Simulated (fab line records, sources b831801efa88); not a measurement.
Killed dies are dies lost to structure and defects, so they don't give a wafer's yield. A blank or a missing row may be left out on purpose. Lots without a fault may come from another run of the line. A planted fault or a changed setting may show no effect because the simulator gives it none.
fab line records | flow sky130
record lots=24 wafers=72 last_day=51
route steps=708 shown PWDE@52 VT_ADJUST_NCORE@129 LI_CONTACT@378 CONTACT@421 METAL4@630 VIA4@640
lots that met no fault: from a run of the same line without faults
start_h: hours from the record's first day to the start of the lot's first wafer shown | wait_h: hours since the lot's step before | " the same as in the row above | L1.1+2: a row that stands for several wafers | - no value, or no start given | * or withheld: withheld | < > ~ a bound
route shown NAME@n: a module of which the file shows steps, and the number in the route of the first | usual: mean/standard deviation of fault-free wafers | same: alike in all rows | chamber/n: place in a boat | sites: the reading at each site | _std_site: their standard deviation | _edge_site: outer sites' mean less inner sites' | radius_mm: how far each site lies from the wafer's centre | mask NAME#n: copy n | behind: the tool/chamber that last shaped the wafer | hold: why the lot was held/for how many hours/how that ended | device: the transistor (n, p or np) that didn't switch | end of line: the same wafers' tests at the end of the route | a step without rows: its recipe alone | killed: dies lost to structure and defects at the first sort, not the wafer's yield | map: a wafer's dies, x killed, . not, _ none there
set.NAME: the setting as run; set.NAME@STEP: as run at that earlier step | model.NAME: the simulator's own value behind a step, which no gauge read
steps of the route over a sample of lots; a table a step, a row a wafer
services: from which hour (start_h, from the record's first day; less than 0 if before it) a tool's chamber was out of use, for how many hours, and why
## steps
# step SKY_PWDE_OVL_MEAS_07
# usual PWDE_OVL=1.4/1.4
# columns lot.wafer tool chamber start_h wait_h PWDE_OVL[nm]
L074.1 overlay-01 - 71.84 - 0.4
L074.3 " - " " -0.4
L074.4 " - " " 0.9
L075.1 overlay-01 - 77.68 - 2.5
L075.4 " - " " 2.1
L075.6 " - " " 1.6
L076.1 overlay-01 - 82.23 - 2.3
L076.2 " - " " 2.6
L076.4 " - " " 2.4
L077.4 overlay-01 - 88.30 - 1.1
L077.5 " - " " -1.3
L077.6 " - " " -0.3
L078.1 overlay-01 - 95.96 - 1.1
L078.3 " - " " -0.2
L078.6 " - " " 2.9
L079.3 overlay-02 - 99.47 - 1.1
L079.5 " - " " 0.7
L079.6 " - " " 2.7
L080.2 overlay-02 - 104.84 - 0.6
L080.4 " - " " 0.3
L080.5 " - " " 1.7
L081.1 overlay-01 - 108.76 - -0.6
L081.2 " - " " -0.5
L081.3 " - " " 1.2
L082.2 overlay-01 - 116.92 - 3.0
L082.5 " - " " 3.2
L082.6 " - " " 1.4
L083.2 overlay-01 - 121.54 - 1.2
L083.4 " - " " 2.7
L083.6 " - " " 2.3
L084.1 overlay-01 - 126.83 - -0.3
L084.4 " - " " 1.6
L084.6 " - " " 1.4
L085.1 overlay-02 - 134.21 - 1.6
L085.4 " - " " 0.4
L085.5 " - " " 1.9
L086.1 overlay-02 - 139.19 - -1.7
L086.4 " - " " -1.6
L086.5 " - " " -2.8
L087.3 overlay-02 - 141.99 - 0.8
L087.4 " - " " 0.6
L087.6 " - " " 3.9
L088.3 overlay-01 - 151.74 - 0.8
L088.4 " - " " 1.6
L088.5 " - " " 0.4
L089.1 overlay-02 - 156.29 - 0.9
L089.2 " - " " -0.4
L089.5 " - " " 2.0
L090.3 overlay-02 - 163.00 - 0.1
L090.4 " - " " 2.9
L090.5 " - " " 3.8
L091.1 overlay-02 - 169.03 - 3.0
L091.3 " - " " 0.9
L091.6 " - " " 2.7
L092.1 overlay-01 - 173.31 - 1.5
L092.5 " - " " 0.6
L092.6 " - " " 1.4
L093.2 overlay-01 - 174.99 - 2.0
L093.3 " - " " 0.9
L093.4 " - " " 1.0
L094.2 overlay-01 - 183.52 - 2.0
L094.3 " - " " 1.7
L094.4 " - " " 0.7
L095.1 overlay-01 - 187.83 - 2.9
L095.4 " - " " 3.0
L095.5 " - " " 3.2
L096.1 overlay-01 - 193.61 - 0.5
L096.4 " - " " 2.9
L096.6 " - " " -0.2
L097.1 overlay-01 - 197.84 - 1.7
L097.3 " - " " 1.2
L097.4 " - " " 1.4
# step SKY_VT_ADJUST_NCORE_STRIP_10
# recipe chemistry=O2/N2 power_w=1400 pressure_mtorr=1500 platen_temp_c=withheld o2_flow_sccm=3000 n2_flow_sccm=300 overash_fraction=0.5
# usual drypump_motor_current_A=5.7/0.48 oes_product_au=0.716/0.0045 strip_time_to_endpoint_s=14.20/0.036
# columns lot.wafer tool chamber start_h wait_h drypump_motor_current_A oes_product_au rf_hours_counter_h strip_time_to_endpoint_s
L074.1 plasma_asher-02 0 190.84 0.1 5.2 0.713 8 14.18
L074.3 " 1 " " 5.2 0.715 - 14.14
L074.4 " 0 " " 5.2 0.713 - 14.17
L075.1 plasma_asher-01 1 201.07 0.1 6.3 0.714 38 14.17
L075.4 " 0 " " 5.2 0.708 - 14.16
L075.6 " 1 " " 6.3 0.715 - 14.16
L076.1 plasma_asher-01 1 205.97 0.1 6.4 0.722 38 14.19
L076.2 " 0 " " 5.3 0.712 38 14.20
L076.4 " 1 " " 6.3 0.711 - 14.24
L077.4 plasma_asher-02 0 212.57 0.1 5.2 0.724 - 14.21
L077.5 " 1 " " 5.2 0.719 - 14.19
L077.6 " 0 " " 5.2 0.713 - 14.20
L078.1 plasma_asher-01 1 222.77 0.1 6.4 0.713 40 14.17
L078.3 " 0 " " 5.3 0.717 - 14.22
L078.6 " 1 " " 6.4 0.719 - 14.18
L079.3 plasma_asher-02 1 225.90 0.1 5.2 0.719 - 14.26
L079.5 " 1 " " 5.2 0.715 - 14.16
L079.6 " 0 " " 5.2 0.718 - 14.23
L080.2 plasma_asher-02 0 233.14 0.1 5.2 0.703 13 14.19
L080.4 " 0 " " 5.3 0.714 - 14.18
L080.5 " 1 " " 5.2 0.726 - 14.23
L081.1 plasma_asher-02 0 239.19 0.1 5.2 0.720 13 14.25
L081.2 " 1 " " 5.2 0.713 13 14.26
L081.3 " 1 " " 5.2 0.715 - 14.26
L082.2 plasma_asher-03 1 249.02 0.1 6.0 0.717 44 14.22
L082.5 " 0 " " 6.1 0.724 - 14.21
L082.6 " 1 " " 6.1 0.713 - 14.14
L083.2 plasma_asher-02 0 256.64 0.1 5.2 0.713 15 14.21
L083.4 " 0 " " 5.2 0.727 - 14.26
L083.6 " 0 " " 5.2 0.715 - 14.24
L084.1 plasma_asher-03 0 261.04 0.1 6.1 0.714 45 14.23
L084.4 " 1 " " 6.1 0.714 - 14.22
L084.6 " 0 " " 6.1 0.715 - 14.19
L085.1 plasma_asher-01 0 269.67 0.1 5.3 0.713 44 14.20
L085.4 " 1 " " 6.4 0.717 - 14.21
L085.5 " 1 " " 6.4 0.719 - 14.17
L086.1 plasma_asher-01 0 284.72 0.1 5.3 0.720 46 14.22
L086.4 " 0 " " 5.3 0.717 - 14.24
L086.5 " 1 " " 6.3 0.714 - 14.24
L087.3 plasma_asher-03 1 285.27 0.1 6.1 0.724 - 14.24
L087.4 " 0 " " 6.0 0.711 - 14.24
L087.6 " 1 " " 6.1 0.706 - 14.29
L088.3 plasma_asher-02 0 287.52 0.1 5.2 0.715 - 14.18
L088.4 " 1 " " 5.2 0.715 - 14.17
L088.5 " 1 " " 5.2 0.715 - 14.15
L089.1 plasma_asher-01 1 306.17 0.1 6.3 0.711 47 14.17
L089.2 " 0 " " 5.3 0.716 47 14.19
L089.5 " 0 " " 5.3 0.713 - 14.14
L090.3 plasma_asher-03 0 308.90 0.1 6.1 0.723 - 14.26
L090.4 " 1 " " 6.1 0.717 - 14.27
L090.5 " 0 " " 6.1 0.724 - 14.26
L091.1 plasma_asher-01 0 311.79 0.1 5.3 0.720 47 14.18
L091.3 " 1 " " 6.3 0.718 - 14.16
L091.6 " 1 " " 6.3 0.722 - 14.18
L092.1 plasma_asher-03 1 314.19 0.1 6.1 0.708 51 14.21
L092.5 " 1 " " 6.1 0.715 - 14.18
L092.6 " 0 " " 6.1 0.717 - 14.18
L093.2 plasma_asher-03 1 314.79 0.1 6.1 0.714 51 14.17
L093.3 " 0 " " 6.1 0.715 - 14.16
L093.4 " 1 " " 6.1 0.722 - 14.18
L094.2 plasma_asher-03 0 338.44 0.1 6.1 0.717 53 14.14
L094.3 " 1 " " 6.1 0.718 - 14.21
L094.4 " 0 " " 6.0 0.718 - 14.18
L095.1 plasma_asher-01 1 339.54 0.1 6.4 0.715 50 14.28
L095.4 " 1 " " 6.4 0.717 - 14.24
L095.5 " 0 " " 5.3 0.718 - 14.25
L096.1 plasma_asher-03 0 341.09 0.1 6.1 0.717 54 14.22
L096.4 " 1 " " 6.1 0.715 - 14.23
L096.6 " 1 " " 6.1 0.712 - 14.19
L097.1 plasma_asher-03 1 357.49 0.1 6.1 0.704 55 14.19
L097.3 " 1 " " 6.1 0.717 - 14.21
L097.4 " 0 " " 6.1 0.715 - 14.18
# step SKY_LI_CONTACT_STRIP_16
# recipe chemistry=O2/N2 power_w=1400 pressure_mtorr=1500 platen_temp_c=withheld o2_flow_sccm=3000 n2_flow_sccm=300 overash_fraction=0.5
# usual drypump_motor_current_A=5.8/0.46 oes_product_au=0.376/0.005 strip_time_to_endpoint_s=3.50/0.044
# columns lot.wafer tool chamber start_h wait_h drypump_motor_current_A oes_product_au rf_hours_counter_h strip_time_to_endpoint_s
L074.1 plasma_asher-03 0 695.29 - 6.1 0.378 88 3.59
L074.3 " 1 " " 6.1 0.377 - 3.54
L074.4 " 0 " " 6.1 0.379 - 3.55
L076.1 plasma_asher-02 1 716.96 - 5.2 0.378 61 3.44
L076.2 " 0 " " 5.2 0.376 61 3.44
L076.4 " 0 " " 5.2 0.381 - 3.43
L077.4 plasma_asher-03 0 719.37 - 6.0 0.372 - 3.47
L077.5 " 1 " " 6.1 0.377 - 3.60
L077.6 " 0 " " 6.1 0.380 - 3.54
L075.1 plasma_asher-03 1 721.00 - 6.1 0.374 91 3.44
L075.4 " 0 " " 6.1 0.387 - 3.58
L075.6 " 1 " " 6.1 0.376 - 3.47
L078.1 plasma_asher-01 0 738.11 - 5.3 0.377 87 3.51
L078.3 " 1 " " 6.3 0.382 - 3.49
L078.6 " 0 " " 5.3 0.369 - 3.48
L079.3 plasma_asher-02 0 741.49 - 5.2 0.383 - 3.57
L079.5 " 1 " " 5.2 0.374 - 3.52
L079.6 " 0 " " 5.2 0.366 - 3.54
L081.1 plasma_asher-02 1 748.10 - 5.2 0.376 65 3.45
L081.2 " 0 " " 5.2 0.373 65 3.50
L081.3 " 1 " " 5.2 0.366 - 3.48
L080.2 plasma_asher-01 0 749.10 - 5.3 0.373 89 3.51
L080.4 " 1 " " 6.4 0.375 - 3.48
L080.5 " 0 " " 5.3 0.378 - 3.47
L082.2 plasma_asher-03 0 766.71 - 6.0 0.373 2 3.49
L082.5 " 1 " " 6.1 0.388 - 3.56
L082.6 " 0 " " 6.1 0.374 - 3.49
L083.2 plasma_asher-01 1 769.81 - 6.4 0.370 91 3.47
L083.4 " 1 " " 6.3 0.384 - 3.51
L083.6 " 0 " " 5.3 0.371 - 3.48
L084.1 plasma_asher-02 1 775.26 - 5.2 0.368 67 3.49
L084.4 " 1 " " 5.2 0.381 - 3.58
L084.6 " 0 " " 5.2 0.379 - 3.60
L085.1 plasma_asher-03 1 784.31 - 6.0 0.375 4 3.45
L085.4 " 1 " " 6.1 0.384 - 3.54
L085.5 " 0 " " 6.0 0.368 - 3.46
L087.3 plasma_asher-01 0 798.75 - 5.2 0.377 - 3.49
L087.4 " 1 " " 6.3 0.386 - 3.51
L087.6 " 0 " " 5.3 0.375 - 3.48
L086.1 plasma_asher-01 1 801.79 - 6.3 0.373 93 3.51
L086.4 " 1 " " 6.4 0.381 - 3.52
L086.5 " 0 " " 5.2 0.378 - 3.52
L088.3 plasma_asher-01 0 804.58 - 5.3 0.381 - 3.50
L088.4 " 1 " " 6.4 0.380 - 3.50
L088.5 " 1 " " 6.4 0.378 - 3.48
L089.1 plasma_asher-01 1 818.90 - 6.4 0.379 95 3.51
L089.2 " 0 " " 5.3 0.374 95 3.55
L089.5 " 1 " " 6.4 0.376 - 3.56
L090.3 plasma_asher-03 1 821.18 - 6.1 0.381 - 3.47
L090.4 " 0 " " 6.0 0.370 - 3.48
L090.5 " 0 " " 6.1 0.377 - 3.48
L091.1 plasma_asher-03 0 822.39 - 6.1 0.379 8 3.51
L091.3 " 0 " " 6.1 0.369 - 3.46
L091.6 " 1 " " 6.0 0.372 - 3.47
L092.1 plasma_asher-03 0 830.51 - 6.0 0.373 9 3.42
L092.5 " 1 " " 6.1 0.378 - 3.50
L092.6 " 0 " " 6.1 0.370 - 3.49
L093.2 plasma_asher-03 0 832.29 - 6.1 0.377 9 3.53
L093.3 " 1 " " 6.1 0.375 - 3.57
L093.4 " 0 " " 6.0 0.373 - 3.49
L094.2 plasma_asher-02 0 849.12 - 5.2 0.382 74 3.54
L094.3 " 1 " " 5.2 0.375 - 3.55
L094.4 " 0 " " 5.2 0.374 - 3.43
L095.1 plasma_asher-03 1 856.04 - 6.1 0.369 11 3.45
L095.4 " 0 " " 6.0 0.378 - 3.51
L095.5 " 1 " " 6.1 0.368 - 3.47
L096.1 plasma_asher-03 0 857.94 - 6.0 0.370 11 3.42
L096.4 " 0 " " 6.1 0.368 - 3.49
L096.6 " 0 " " 6.1 0.372 - 3.50
L097.1 plasma_asher-02 0 872.34 - 5.2 0.368 77 3.44
L097.3 " 0 " " 5.2 0.385 - 3.52
L097.4 " 1 " " 5.2 0.384 - 3.57
# step SKY_CONTACT_OVL_MEAS_15
# usual CONTACT_OVL=1/5.2
# columns lot.wafer tool chamber start_h wait_h CONTACT_OVL[nm]
L074.1 overlay-02 - 753.83 0.1 5
L074.3 " - " " 13
L074.4 " - " " 9
L076.1 overlay-02 - 776.23 0.1 7
L076.2 " - " " -2
L076.4 " - " " 1
L077.4 overlay-01 - 777.90 0.1 5
L077.5 " - " " -3
L077.6 " - " " -4
L075.1 overlay-02 - 779.43 0.1 -4
L075.4 " - " " 5
L075.6 " - " " 5
L078.1 overlay-02 - 795.68 0.1 -3
L078.3 " - " " 5
L078.6 " - " " -5
L079.3 overlay-02 - 799.41 0.1 3
L079.5 " - " " -3
L079.6 " - " " -1
L081.1 overlay-01 - 806.35 0.1 4
L081.2 " - " " 3
L081.3 " - " " -1
L080.2 overlay-01 - 807.35 0.1 11
L080.4 " - " " 7
L080.5 " - " " 1
L082.2 overlay-02 - 824.46 0.1 -6
L082.5 " - " " -12
L082.6 " - " " 2
L083.2 overlay-01 - 828.51 0.1 9
L083.4 " - " " 4
L083.6 " - " " 6
L084.1 overlay-02 - 832.40 0.1 -5
L084.4 " - " " 3
L084.6 " - " " 2
L085.1 overlay-02 - 841.38 0.1 -4
L085.4 " - " " -7
L085.5 " - " " -8
L087.3 overlay-01 - 855.54 0.1 3
L087.4 " - " " 1
L087.6 " - " " 11
L086.1 overlay-02 - 858.25 0.1 1
L086.4 " - " " -4
L086.5 " - " " -2
L088.3 overlay-02 - 861.21 0.1 4
L088.4 " - " " 6
L088.5 " - " " 4
L089.1 overlay-01 - 875.20 0.1 10
L089.2 " - " " 17
L089.5 " - " " 10
L090.3 overlay-02 - 876.96 0.1 0
L090.4 " - " " 1
L090.5 " - " " 1
L091.1 overlay-02 - 878.85 0.1 -5
L091.3 " - " " 10
L091.6 " - " " 1
L092.1 overlay-01 - 887.63 0.1 2
L092.5 " - " " 6
L092.6 " - " " 3
L093.2 overlay-02 - 888.60 0.1 5
L093.3 " - " " -4
L093.4 " - " " 2
L094.2 overlay-02 - 905.16 0.1 -1
L094.3 " - " " 1
L094.4 " - " " 4
L095.1 overlay-02 - 910.45 0.1 -4
L095.4 " - " " 5
L095.5 " - " " -5
L096.1 overlay-02 - 914.08 0.1 -9
L096.4 " - " " -12
L096.6 " - " " -7
L097.1 overlay-01 - 927.04 0.1 0
L097.3 " - " " 0
L097.4 " - " " -2
# step SKY_METAL4_OVL_MEAS_14
# usual METAL4_OVL=1/5.5
# columns lot.wafer tool chamber start_h wait_h METAL4_OVL[nm]
L074.1 overlay-02 - 1002.23 0.1 5
L074.3 " - " " 4
L074.4 " - " " 0
L076.1 overlay-02 - 1019.45 0.1 -1
L076.2 " - " " -2
L076.4 " - " " -6
L077.4 overlay-02 - 1022.85 0.1 -3
L077.5 " - " " 13
L077.6 " - " " -2
L075.1 overlay-01 - 1024.65 0.1 0
L075.4 " - " " -2
L075.6 " - " " 3
L078.1 overlay-02 - 1038.90 0.1 5
L078.3 " - " " 7
L078.6 " - " " -2
L079.3 overlay-02 - 1039.62 0.1 2
L079.5 " - " " 5
L079.6 " - " " 7
L081.1 overlay-02 - 1047.08 0.1 0
L081.2 " - " " 3
L081.3 " - " " 8
L080.2 overlay-02 - 1048.76 0.1 7
L080.4 " - " " 7
L080.5 " - " " 0
L082.2 overlay-02 - 1062.79 0.1 -3
L082.5 " - " " -9
L082.6 " - " " 0
L083.2 overlay-02 - 1063.44 0.1 -6
L083.4 " - " " 2
L083.6 " - " " -1
L084.1 overlay-02 - 1066.30 0.1 -3
L084.4 " - " " -2
L084.6 " - " " 0
L085.1 overlay-01 - 1075.60 0.1 -4
L085.4 " - " " 4
L085.5 " - " " 4
L087.3 overlay-01 - 1087.32 0.1 4
L087.4 " - " " -1
L087.6 " - " " 6
L086.1 overlay-02 - 1089.45 0.1 -8
L086.4 " - " " -3
L086.5 " - " " 0
L088.3 overlay-01 - 1093.07 0.1 5
L088.4 " - " " 21
L088.5 " - " " 6
L089.1 overlay-01 - 1103.13 0.1 -4
L089.2 " - " " -6
L089.5 " - " " 3
L090.3 overlay-02 - 1104.92 0.1 -6
L090.4 " - " " 0
L090.5 " - " " -5
L091.1 overlay-02 - 1106.98 0.1 5
L091.3 " - " " 1
L091.6 " - " " -6
L092.1 overlay-02 - 1110.55 0.1 -4
L092.5 " - " " 2
L092.6 " - " " -5
L093.2 overlay-01 - 1113.11 0.1 -4
L093.3 " - " " 3
L093.4 " - " " -6
L094.2 overlay-01 - 1128.51 0.1 6
L094.3 " - " " -8
L094.4 " - " " 3
L095.1 overlay-01 - 1130.48 0.1 1
L095.4 " - " " -1
L095.5 " - " " -2
L096.1 overlay-01 - 1133.43 0.1 -2
L096.4 " - " " 6
L096.6 " - " " 6
L097.1 overlay-02 - 1143.85 0.1 -1
L097.3 " - " " 0
L097.4 " - " " 2
# step SKY_VIA4_THK_MEAS_01
# recipe reads=SiO2_of_VIA4_HDPCVD_00
# usual VIA4_HDPCVD_THK=1740/18
# columns lot.wafer tool chamber start_h wait_h VIA4_HDPCVD_THK[nm]
L074.1 film_metro-01 - 1003.49 0.2 1697
L074.3 " - " " 1724
L074.4 " - " " 1757
L076.1 film_metro-01 - 1020.76 0.1 1756
L076.2 " - " " 1738
L076.4 " - " " 1755
L077.4 film_metro-03 - 1024.07 0.0 1727
L077.5 " - " " 1732
L077.6 " - " " 1724
L075.1 film_metro-04 - 1025.95 0.1 1726
L075.4 " - " " 1760
L075.6 " - " " 1725
L078.1 film_metro-03 - 1040.07 0.1 1743
L078.3 " - " " 1747
L078.6 " - " " 1734
L079.3 film_metro-01 - 1040.80 0.1 1723
L079.5 " - " " 1717
L079.6 " - " " 1747
L081.1 film_metro-03 - 1048.22 0.1 1746
L081.2 " - " " 1742
L081.3 " - " " 1740
L080.2 film_metro-01 - 1049.93 0.1 1718
L080.4 " - " " 1737
L080.5 " - " " 1730
L082.2 film_metro-03 - 1063.92 0.1 1737
L082.5 " - " " 1728
L082.6 " - " " 1744
L083.2 film_metro-04 - 1064.57 0.1 1737
L083.4 " - " " 1742
L083.6 " - " " 1738
L084.1 film_metro-01 - 1067.48 0.1 1739
L084.4 " - " " 1705
L084.6 " - " " 1745
L085.1 film_metro-03 - 1076.77 0.1 1759
L085.4 " - " " 1727
L085.5 " - " " 1744
L087.3 film_metro-03 - 1088.56 0.1 1754
L087.4 " - " " 1745
L087.6 " - " " 1742
L086.1 film_metro-03 - 1090.65 0.1 1742
L086.4 " - " " 1731
L086.5 " - " " 1736
L088.3 film_metro-03 - 1094.40 0.1 1774
L088.4 " - " " 1784
L088.5 " - " " 1780
L089.1 film_metro-01 - 1104.31 0.1 1744
L089.2 " - " " 1746
L089.5 " - " " 1755
L090.3 film_metro-04 - 1106.10 0.1 1740
L090.4 " - " " 1744
L090.5 " - " " 1758
L091.1 film_metro-01 - 1108.16 0.1 1733
L091.3 " - " " 1725
L091.6 " - " " 1706
L092.1 film_metro-03 - 1111.78 0.1 1747
L092.5 " - " " 1749
L092.6 " - " " 1763
L093.2 film_metro-03 - 1114.32 0.1 1742
L093.3 " - " " 1723
L093.4 " - " " 1718
L094.2 film_metro-01 - 1129.69 0.1 1753
L094.3 " - " " 1749
L094.4 " - " " 1742
L095.1 film_metro-03 - 1131.61 0.1 1756
L095.4 " - " " 1764
L095.5 " - " " 1758
L096.1 film_metro-04 - 1134.59 0.1 1740
L096.4 " - " " 1754
L096.6 " - " " 1757
L097.1 film_metro-01 - 1144.99 0.1 1740
L097.3 " - " " 1733
L097.4 " - " " 1776
## services
# columns tool chamber start_h hours kind
plasma_asher-01 - 188.25 7.5 repair
plasma_asher-02 - 216.41 1.1 repair
plasma_asher-01 - 286.27 4.3 pm
plasma_asher-01 - 313.55 0.9 repair
plasma_asher-03 - 376.76 8.6 repair
plasma_asher-02 - 461.76 15.6 pm
plasma_asher-03 - 461.98 0.4 repair
plasma_asher-01 - 482.69 2.3 repair
plasma_asher-02 - 560.29 1.4 repair
plasma_asher-02 - 577.52 5.0 repair
plasma_asher-01 - 587.25 15.6 pm
plasma_asher-03 - 595.12 12.3 repair
plasma_asher-01 - 606.45 4.1 repair
plasma_asher-03 - 733.75 9.0 pm
plasma_asher-03 0 733.75 9.0 vent_cycle
plasma_asher-03 1 733.75 9.0 vent_cycle
plasma_asher-03 0 742.75 - clean
plasma_asher-03 1 742.75 - clean
plasma_asher-01 - 774.00 2.9 repair
plasma_asher-02 - 797.69 3.7 repair
plasma_asher-03 - 817.45 2.9 repair
## key
fault none
